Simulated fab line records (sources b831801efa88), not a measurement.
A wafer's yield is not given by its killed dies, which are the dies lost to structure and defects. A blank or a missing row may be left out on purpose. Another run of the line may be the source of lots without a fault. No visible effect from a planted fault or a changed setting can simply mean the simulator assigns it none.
fab line records | flow sky130
record: lots: 6 wafers: 18 last-day: 50
route steps=708 shown VT_ADJUST_LVTN@104 VT_ADJUST_NCORE@119 PAD_OPEN@708
lots that met no fault: taken from a fault-free run of the same line
start-h: hours from the record's opening day to when the first of the lot's shown wafers began | wait-h: hours elapsed since this lot's preceding step | " as in the row above | L1.1+2: several wafers, shown together as one row | - no value, or no start was given | * or withheld: withheld | < > ~ a bound
route shown NAME@n: names a module that has steps shown in the file, with the first one's number in the route | usual: mean/standard deviation of fault-free wafers | same: alike in all rows | chamber/n: place in a boat | sites: readings site by site | _std_site: the standard deviation of these | _edge_site: inner sites' mean taken away from outer sites' mean | radius-mm: how far each site lies from the wafer's centre | mask NAME#n: copy n | behind: tool/chamber where the wafer was last shaped | hold: why the lot went on hold/how many hours it stayed there/how the hold came to an end | device: transistor that didn't switch, given as n, p or np | end of line: the tests these same wafers got at the end of their route | a step without rows: its recipe alone | killed: at the first sort, the dies lost to defects and structure; wafer yield is something else | map: per-die view of a wafer (x killed, . not killed, _ where there is no die)
set.NAME: the setting as run; set.NAME@STEP: as run at that earlier step | model.NAME: the simulator's own value behind a step, which no gauge read
certain route steps with their lots: each step a table, each wafer a row
services: the hour from which a tool's chamber was out of use, counted from the record's first day as start-h (under 0 if before that day), plus the number of hours and why
== steps ==
step: SKY_VT_ADJUST_LVTN_OVL_MEAS_07
usual: VT_ADJUST_LVTN_OVL: -0.1/1.3
columns lot.wafer tool chamber start-h wait-h VT_ADJUST_LVTN_OVL[nm]
L627.4 overlay-01 - 149.23 - -0.2
L627.5 " - " " 0.3
L627.6 " - " " 0.5
L637.1 overlay-02 - 216.90 - -0.5
L637.4 " - " " 0.0
L637.5 " - " " -0.1
L638.2 overlay-01 - 223.47 - -0.5
L638.4 " - " " 1.2
L638.6 " - " " 0.0
L643.1 overlay-02 - 255.21 - -0.6
L643.3 " - " " 0.8
L643.6 " - " " 1.2
L645.2 overlay-01 - 277.42 - 3.3
L645.3 " - " " 1.5
L645.6 " - " " 2.8
L648.1 overlay-01 - 290.30 - -0.6
L648.5 " - " " 1.4
L648.6 " - " " 1.5
step: SKY_VT_ADJUST_LVTN_IMPLANT_08
recipe: species: B energy-kev: 30 dose-cm2: 1.57e+12 tilt-deg: withheld
step: SKY_VT_ADJUST_LVTN_STRIP_09
recipe: chemistry: O2/N2 power-w: 1400 pressure-mtorr: 1500 platen-temp-c: withheld o2-flow-sccm: 3000 n2-flow-sccm: 300 overash-fraction: 0.5
usual: drypump-motor-current-A: 5.9/0.57 oes-product-au: 0.722/0.0043 strip-time-to-endpoint-s: 36.94/0.091
columns lot.wafer tool chamber start-h wait-h drypump-motor-current-A oes-product-au rf-hours-counter-h strip-time-to-endpoint-s
L627.4 plasma-asher-04 0 149.43 0.1 6.8 0.727 - 36.93
L627.5 " 1 " " 5.8 0.720 - 36.88
L627.6 " 0 " " 6.8 0.719 - 36.86
L637.1 plasma-asher-01 1 217.09 0.1 4.8 0.719 10 36.95
L637.4 " 0 " " 5.7 0.724 - 36.86
L637.5 " 0 " " 5.7 0.719 - 36.95
L638.2 plasma-asher-03 1 223.65 0.1 6.0 0.722 55 36.96
L638.4 " 0 " " 6.1 0.718 - 37.05
L638.6 " 1 " " 6.0 0.726 - 36.85
L643.1 plasma-asher-04 0 255.40 0.1 6.8 0.723 59 36.78
L643.3 " 1 " " 5.8 0.723 - 36.81
L643.6 " 1 " " 5.8 0.726 - 36.79
L645.2 plasma-asher-04 0 277.60 0.1 6.8 0.729 61 36.96
L645.3 " 1 " " 5.8 0.728 - 36.86
L645.6 " 1 " " 5.8 0.729 - 37.00
L648.1 plasma-asher-03 1 290.49 0.1 6.0 0.722 61 36.84
L648.5 " 0 " " 6.1 0.723 - 36.85
L648.6 " 1 " " 6.0 0.731 - 36.91
step: SKY_VT_ADJUST_LVTN_TW_MEAS_10
usual: VT_ADJUST_LVTN_TW: 242.0/1.2
columns lot.wafer tool chamber start-h wait-h VT_ADJUST_LVTN_TW
L627.4 film-metro-01 - 149.53 0.1 241.2
L627.5 " - " " 241.9
L627.6 " - " " 240.0
L637.1 film-metro-03 - 217.19 0.1 241.5
L637.4 " - " " 241.0
L637.5 " - " " 241.8
L638.2 film-metro-03 - 223.76 0.1 243.3
L638.4 " - " " 243.2
L638.6 " - " " 242.4
L643.1 film-metro-01 - 255.50 0.1 241.5
L643.3 " - " " 243.4
L643.6 " - " " 242.7
L645.2 film-metro-01 - 277.71 0.1 245.2
L645.3 " - " " 243.9
L645.6 " - " " 243.5
L648.1 film-metro-02 - 290.59 0.1 241.8
L648.5 " - " " 242.0
L648.6 " - " " 241.4
step: SKY_VT_ADJUST_LVTN_DEHYDRATE_11
recipe: temp-c: 200 time-s: 60
step: SKY_VT_ADJUST_LVTN_HMDS_12
recipe: prime-time-s: 60 prime-temp-c: 120
step: SKY_VT_ADJUST_LVTN_COAT_13
recipe: resist: NOVOLAK spin-rpm: 3000 resist-thk-nm: 1140
step: SKY_VT_ADJUST_LVTN_SOFTBAKE_14
recipe: temp-c: 90 time-s: 60 resist: NOVOLAK
step: SKY_VT_ADJUST_LVTN_EXPOSE_15
recipe: mask-id: HVN_STD_DERIVED na: 0.6 source-shape: conventional sigma-outer: 0.6 polarization: unpolarized target-cd-nm: 600 dose-mj: 163
step: SKY_VT_ADJUST_LVTN_PEB_16
recipe: temp-c: withheld time-s: * resist: NOVOLAK
step: SKY_VT_ADJUST_LVTN_DEVELOP_17
recipe: resist: NOVOLAK developer: TMAH develop-time-s: 60 dev-temp-c: 23
step: SKY_VT_ADJUST_LVTN_OVL_MEAS_18
usual: VT_ADJUST_LVTN_01_OVL: -0.9/1.2
columns lot.wafer tool chamber start-h wait-h VT_ADJUST_LVTN_01_OVL[nm]
L627.4 overlay-01 - 169.12 0.1 -0.2
L627.5 " - " " -1.5
L627.6 " - " " -0.7
L637.1 overlay-02 - 239.66 0.1 -0.2
L637.4 " - " " -0.7
L637.5 " - " " -0.3
L638.2 overlay-02 - 246.71 0.1 -0.6
L638.4 " - " " -1.2
L638.6 " - " " 1.8
L643.1 overlay-02 - 279.95 0.1 -1.0
L643.3 " - " " -0.5
L643.6 " - " " -1.2
L645.2 overlay-01 - 302.66 0.1 2.1
L645.3 " - " " 1.6
L645.6 " - " " 0.9
L648.1 overlay-02 - 315.75 0.1 1.8
L648.5 " - " " -0.4
L648.6 " - " " 0.6
step: SKY_VT_ADJUST_LVTN_IMPLANT_19
recipe: species: B energy-kev: 30 dose-cm2: 6.5e+11 tilt-deg: withheld
usual: beam-on-s: 10.02/0.22 dose-ions-cm2: 6.5e+11/7.3e+08 faraday-current-uA: 3.66/0.079
columns lot.wafer tool chamber start-h wait-h beam-on-s dose-ions-cm2 faraday-current-uA
L627.4 implanter-02 0 169.21 0.1 10.02 6.49e+11 3.68
L627.5 " 0 " " 9.73 6.502e+11 3.79
L627.6 " 0 " " 10.14 6.493e+11 3.63
L637.1 implanter-04 0 239.70 0.0 9.66 8.612e+11 5.01
L637.4 " 0 " " 10.04 8.613e+11 4.84
L637.5 " 0 " " 10.36 8.624e+11 4.68
L638.2 implanter-04 0 246.76 0.0 10.09 8.62e+11 4.82
L638.4 " 0 " " 9.98 8.627e+11 4.88
L638.6 " 0 " " 9.82 8.624e+11 4.94
L643.1 implanter-03 0 279.99 0.0 9.46 6.49e+11 3.86
L643.3 " 0 " " 9.99 6.508e+11 3.66
L643.6 " 0 " " 9.92 6.499e+11 3.68
L645.2 implanter-03 0 302.71 0.0 10.34 6.49e+11 3.55
L645.3 " 0 " " 10.05 6.502e+11 3.64
L645.6 " 0 " " 10.08 6.501e+11 3.64
L648.1 implanter-03 0 315.79 0.0 10.17 6.501e+11 3.62
L648.5 " 0 " " 10.37 6.503e+11 3.55
L648.6 " 0 " " 9.82 6.503e+11 3.72
step: SKY_VT_ADJUST_LVTN_STRIP_20
recipe: chemistry: O2/N2 power-w: 1400 pressure-mtorr: 1500 platen-temp-c: withheld o2-flow-sccm: 3000 n2-flow-sccm: 300 overash-fraction: 0.5
usual: drypump-motor-current-A: 5.9/0.63 oes-product-au: 0.715/0.0043 strip-time-to-endpoint-s: 14.17/0.041
columns lot.wafer tool chamber start-h wait-h drypump-motor-current-A oes-product-au rf-hours-counter-h strip-time-to-endpoint-s
L627.4 plasma-asher-01 1 169.32 0.1 4.8 0.711 - 14.19
L627.5 " 0 " " 5.7 0.716 - 14.15
L627.6 " 1 " " 4.8 0.721 - 14.19
L637.1 plasma-asher-01 1 239.85 0.1 4.8 0.707 12 14.17
L637.4 " 0 " " 5.7 0.719 - 14.15
L637.5 " 1 " " 4.8 0.721 - 14.16
L638.2 plasma-asher-04 1 246.89 0.1 5.8 0.705 58 14.19
L638.4 " 0 " " 6.8 0.720 - 14.17
L638.6 " 1 " " 5.8 0.718 - 14.17
L643.1 plasma-asher-04 0 280.14 0.1 6.8 0.720 62 14.12
L643.3 " 1 " " 5.8 0.720 - 14.13
L643.6 " 1 " " 5.8 0.716 - 14.15
L645.2 plasma-asher-04 0 302.84 0.1 6.8 0.720 64 14.18
L645.3 " 1 " " 5.8 0.722 - 14.19
L645.6 " 1 " " 5.8 0.716 - 14.16
L648.1 plasma-asher-01 1 315.94 0.1 4.8 0.714 19 14.17
L648.5 " 0 " " 5.7 0.717 - 14.19
L648.6 " 1 " " 4.8 0.714 - 14.23
step: SKY_VT_ADJUST_LVTN_TW_MEAS_21
usual: VT_ADJUST_LVTN_2_TW: 188.5/0.83
columns lot.wafer tool chamber start-h wait-h VT_ADJUST_LVTN_2_TW
L627.4 film-metro-01 - 169.42 0.1 188.9
L627.5 " - " " 188.8
L627.6 " - " " 188.8
L637.1 film-metro-03 - 239.95 0.1 203.9
L637.4 " - " " 204.3
L637.5 " - " " 205.0
L638.2 film-metro-02 - 247.00 0.1 204.0
L638.4 " - " " 205.1
L638.6 " - " " 204.5
L643.1 film-metro-01 - 280.24 0.1 188.9
L643.3 " - " " 189.0
L643.6 " - " " 188.9
L645.2 film-metro-03 - 302.95 0.1 187.6
L645.3 " - " " 187.2
L645.6 " - " " 187.4
L648.1 film-metro-03 - 316.04 0.1 187.4
L648.5 " - " " 187.6
L648.6 " - " " 188.2
step: SKY_VT_ADJUST_NCORE_DEHYDRATE_00
recipe: temp-c: 200 time-s: 60
step: SKY_PAD_OPEN_PROBE_99
usual: killed_at_M0_to_M3: 43/6.7 killed_at_M4_up: 3.2/1.8 killed-at-contacts: 25/5.2 killed-at-front-end: 15/4.4 killed-at-other: 0.2/0.4 killed-dies: 87/9.3 killed-open: 48/7.1 killed-short: 39/6
same: gross-dies: 492 killed-at-back-side: 0
columns lot.wafer tool chamber start-h wait-h killed_at_M0_to_M3 killed_at_M4_up killed-at-contacts killed-at-front-end killed-at-other killed-dies killed-open killed-short model.etest.res-pwell-under-gate.rs-ohm-sq model.etest.nfet-g5v0d10v5.body-rise-v model.etest.nfet_16v.body-rise-v model.etest.nfet-g5v0d10v5.vt-sat-v model.etest.nfet-g5v0d10v5.vt-v model.etest.nfet_16v.vt-v model.etest.nfet-g5v0d10v5.vt-long-v
L627.4 prober-02 - 1080.96 0.2 49 1 23 15 0 88 46 42 2277 0.6654 0.6633 0.7641 0.82 0.7655 0.8148
L627.5 prober-02 - 1081.01 0.2 46 4 22 19 1 92 53 39 2266 0.6692 0.6666 0.768 0.8249 0.7704 0.8124
L627.6 prober-02 - 1081.06 0.2 35 2 28 16 1 82 48 34 2276 0.669 0.6683 0.7668 0.8248 0.769 0.8128
L637.1 prober-01 - 1152.42 0.1 45 2 22 11 1 81 45 36 2258 0.6911 0.6903 0.7901 0.8406 0.7779 0.8227
L637.4 prober-01 - 1152.57 0.2 42 2 24 18 1 87 47 40 2256 0.704 0.7039 0.7992 0.8512 0.7842 0.831
L637.5 prober-01 - 1152.62 0.2 41 3 24 11 0 79 46 33 2251 0.6994 0.6973 0.7946 0.8445 0.7863 0.8301
L638.2 prober-02 - 1155.41 0.1 54 1 30 13 0 98 58 40 2252 0.6866 0.6858 0.7773 0.8309 0.7666 0.8127
L638.4 prober-02 - 1155.51 0.2 46 4 17 15 0 82 36 46 2243 0.6892 0.6895 0.7744 0.8277 0.7664 0.8119
L638.6 prober-02 - 1155.61 0.2 42 1 22 18 0 83 41 42 2228 0.6836 0.6817 0.778 0.8298 0.7701 0.8149
L643.1 prober-02 - 1176.73 0.1 44 1 29 10 1 85 50 35 2268 0.6724 0.6727 0.7665 0.8238 0.7671 0.8107
L643.3 prober-02 - 1176.83 0.2 37 1 26 19 0 83 38 45 2278 0.6626 0.6647 0.7484 0.8054 0.7574 0.8023
L643.6 prober-02 - 1176.98 0.2 49 5 19 20 0 93 50 43 2279 0.6629 0.6625 0.7646 0.817 0.7566 0.8012
L645.2 prober-02 - 1188.10 0.1 41 5 21 20 0 87 48 39 2312 0.6833 0.6816 0.7797 0.8365 0.7819 0.8228
L645.3 prober-02 - 1188.15 0.2 37 6 33 12 0 88 48 40 2304 0.6723 0.6731 0.7614 0.8185 0.7738 0.8178
L645.6 prober-02 - 1188.30 0.2 28 3 27 10 0 68 32 36 2287 0.6754 0.6751 0.7666 0.8269 0.7741 0.8172
L648.1 prober-01 - 1199.92 0.1 45 5 16 13 0 79 31 48 2291 0.673 0.6696 0.779 0.8333 0.7718 0.8159
L648.5 prober-01 - 1200.12 0.2 30 5 25 10 1 71 43 28 2287 0.6866 0.6885 0.791 0.8489 0.7896 0.8324
L648.6 prober-01 - 1200.17 0.2 47 4 23 12 0 86 50 36 2293 0.6871 0.6868 0.7847 0.8427 0.7874 0.8286
killed by level:class
L627.4 VIA1:geometric-particle:open=11 VIA1:geometric-particle:short=8 CONTACT:geometric-particle:open=7 VIA3:geometric-particle:open=7 POLY_GATE:geometric-particle:short=6 LI_CONTACT:geometric-particle:open=6 SPACER:geometric-particle:short=5 CONTACT:geometric-particle:short=5
L627.5 VIA1:geometric-particle:open=12 CONTACT:geometric-particle:open=10 VIA3:geometric-particle:open=8 METAL2:geometric-particle:short=6 LI_CONTACT:geometric-particle:open=6 VIA2:geometric-particle:open=6 FIELD_ISO:geometric-particle:short=5 METAL3:geometric-particle:short=5
L627.6 CONTACT:geometric-particle:open=15 LI_CONTACT:geometric-particle:open=9 VIA1:geometric-particle:open=7 FIELD_ISO:geometric-particle:short=6 VIA2:geometric-particle:open=5 VIA3:geometric-particle:open=5 METAL1:geometric-particle:short=4 POLY_GATE:geometric-particle:short=3
L637.1 LI_CONTACT:geometric-particle:open=8 CONTACT:geometric-particle:open=7 VIA1:geometric-particle:open=7 VIA2:geometric-particle:open=7 VIA3:geometric-particle:open=6 FIELD_ISO:geometric-particle:short=5 METAL1:geometric-particle:short=5 VIA1:geometric-particle:short=5
L637.4 CONTACT:geometric-particle:open=10 VIA3:geometric-particle:open=9 VIA1:geometric-particle:open=9 LOCAL_INTERCONNECT:geometric-particle:short=5 METAL1:geometric-particle:short=5 FIELD_ISO:geometric-particle:short=4 FIELD_ISO:geometric-particle:open=4 LI_CONTACT:geometric-particle:open=4
L637.5 LI_CONTACT:geometric-particle:open=9 VIA2:geometric-particle:open=8 CONTACT:geometric-particle:open=7 VIA3:geometric-particle:open=5 VIA1:geometric-particle:short=5 VIA3:geometric-particle:short=5 POLY_GATE:geometric-particle:open=4 CONTACT:geometric-particle:short=4
L638.2 CONTACT:geometric-particle:open=16 VIA1:geometric-particle:open=12 VIA2:geometric-particle:open=9 VIA1:geometric-particle:short=7 VIA3:geometric-particle:open=7 METAL2:geometric-particle:short=6 METAL1:geometric-particle:short=5 POLY_GATE:geometric-particle:open=4
L638.4 METAL1:geometric-particle:short=11 VIA1:geometric-particle:open=9 CONTACT:geometric-particle:short=7 METAL2:geometric-particle:short=7 POLY_GATE:geometric-particle:open=6 LOCAL_INTERCONNECT:geometric-particle:short=5 VIA3:geometric-particle:open=5 VIA1:geometric-particle:short=4
L638.6 VIA1:geometric-particle:open=12 CONTACT:geometric-particle:open=9 VIA1:geometric-particle:short=9 FIELD_ISO:geometric-particle:short=6 METAL2:geometric-particle:short=6 FIELD_ISO:geometric-particle:open=4 POLY_GATE:geometric-particle:short=4 LI_CONTACT:geometric-particle:open=4
L643.1 CONTACT:geometric-particle:open=18 VIA1:geometric-particle:open=9 METAL1:geometric-particle:short=8 CONTACT:geometric-particle:short=5 METAL2:geometric-particle:short=5 VIA2:geometric-particle:short=5 VIA3:geometric-particle:open=4 FIELD_ISO:geometric-particle:open=3
L643.3 METAL1:geometric-particle:short=10 CONTACT:geometric-particle:open=10 FIELD_ISO:geometric-particle:short=8 VIA2:geometric-particle:open=7 FIELD_ISO:geometric-particle:open=6 CONTACT:geometric-particle:short=6 LI_CONTACT:geometric-particle:open=4 VIA1:geometric-particle:open=4
L643.6 VIA1:geometric-particle:open=14 VIA3:geometric-particle:open=8 POLY_GATE:geometric-particle:short=6 LOCAL_INTERCONNECT:geometric-particle:short=6 METAL1:geometric-particle:short=6 VIA2:geometric-particle:open=5 METAL4:geometric-particle:short=5 FIELD_ISO:geometric-particle:open=4
L645.2 VIA3:geometric-particle:open=11 CONTACT:geometric-particle:open=9 LI_CONTACT:geometric-particle:open=5 VIA2:geometric-particle:open=5 POLY_GATE:geometric-particle:open=4 POLY_GATE:geometric-particle:short=4 SPACER:geometric-particle:short=4 METAL1:geometric-particle:short=4
L645.3 LI_CONTACT:geometric-particle:open=12 CONTACT:geometric-particle:open=11 METAL1:geometric-particle:short=7 LOCAL_INTERCONNECT:geometric-particle:short=6 METAL2:geometric-particle:short=5 VIA1:geometric-particle:open=5 VIA1:geometric-particle:short=5 METAL4:geometric-particle:short=4
L645.6 LI_CONTACT:geometric-particle:open=9 LI_CONTACT:geometric-particle:short=6 VIA1:geometric-particle:open=6 LOCAL_INTERCONNECT:geometric-particle:short=5 VIA3:geometric-particle:open=5 FIELD_ISO:geometric-particle:short=4 CONTACT:geometric-particle:open=4 METAL1:geometric-particle:short=4
L648.1 VIA1:geometric-particle:open=10 METAL1:geometric-particle:short=7 METAL2:geometric-particle:short=5 CONTACT:geometric-particle:open=5 VIA1:geometric-particle:short=5 METAL4:geometric-particle:short=5 POLY_GATE:geometric-particle:short=4 LOCAL_INTERCONNECT:geometric-particle:short=4
L648.5 CONTACT:geometric-particle:open=10 VIA3:geometric-particle:open=8 VIA1:geometric-particle:open=7 LI_CONTACT:geometric-particle:open=6 CONTACT:geometric-particle:short=5 POLY_GATE:geometric-particle:short=4 VIA1:geometric-particle:short=4 VIA2:geometric-particle:open=4
L648.6 VIA1:geometric-particle:open=18 VIA1:geometric-particle:short=7 LI_CONTACT:geometric-particle:open=7 LOCAL_INTERCONNECT:geometric-particle:short=7 VIA3:geometric-particle:open=6 CONTACT:geometric-particle:open=6 VIA2:geometric-particle:open=5 METAL1:geometric-particle:short=4
== services ==
columns tool chamber start-h hours kind
implanter-02 - 127.72 3.1 pm
implanter-04 - 187.61 2.0 repair
implanter-02 - 208.42 1.6 repair
implanter-02 - 210.45 10.0 repair
implanter-03 - 233.50 4.1 repair
implanter-03 - 239.90 5.3 pm
implanter-03 - 266.98 2.1 repair
implanter-02 - 294.15 15.6 repair
implanter-04 - 296.77 8.2 repair
== key ==
first-sign: step: SKY_VT_ADJUST_LVTN_IMPLANT_19 reading: dose-ions-cm2 direction: up sigmas: 99+ usual: * struck: *
effect: step: SKY_VT_ADJUST_LVTN_IMPLANT_19 reading: faraday-current-uA direction: up sigmas: 15 usual: 3.66 struck: 4.86
effect: step: SKY_VT_ADJUST_LVTN_TW_MEAS_21 reading: VT_ADJUST_LVTN_2_TW direction: up sigmas: 19 usual: 188.5 struck: 204.5
model-effect: step: SKY_PAD_OPEN_PROBE_99 value: etest.res-pwell-under-gate.rs-ohm-sq without: 2286 struck: 2248
met-at SKY_VT_ADJUST_LVTN_IMPLANT_19
struck-wafers L637.1,L637.4,L637.5,L638.2,L638.4,L638.6
tester-left-out L637,L638
fault: kind: process-parameter-drift tool: implanter-04 chamber: - onset-h: 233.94 steps: SKY_VT_ADJUST_LVTN_IMPLANT_19 channel: dose-cm2 offset: * shape: step end-h: 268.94 acts-in: * stated: *
tester-left-out: of these lots the tester's yield and bins aren't shown, on N5 and GAA mostly nor the transistor test; their killed dies are dies lost to structure and defects alone, not to doping, threshold or leakage, so they don't give the yield
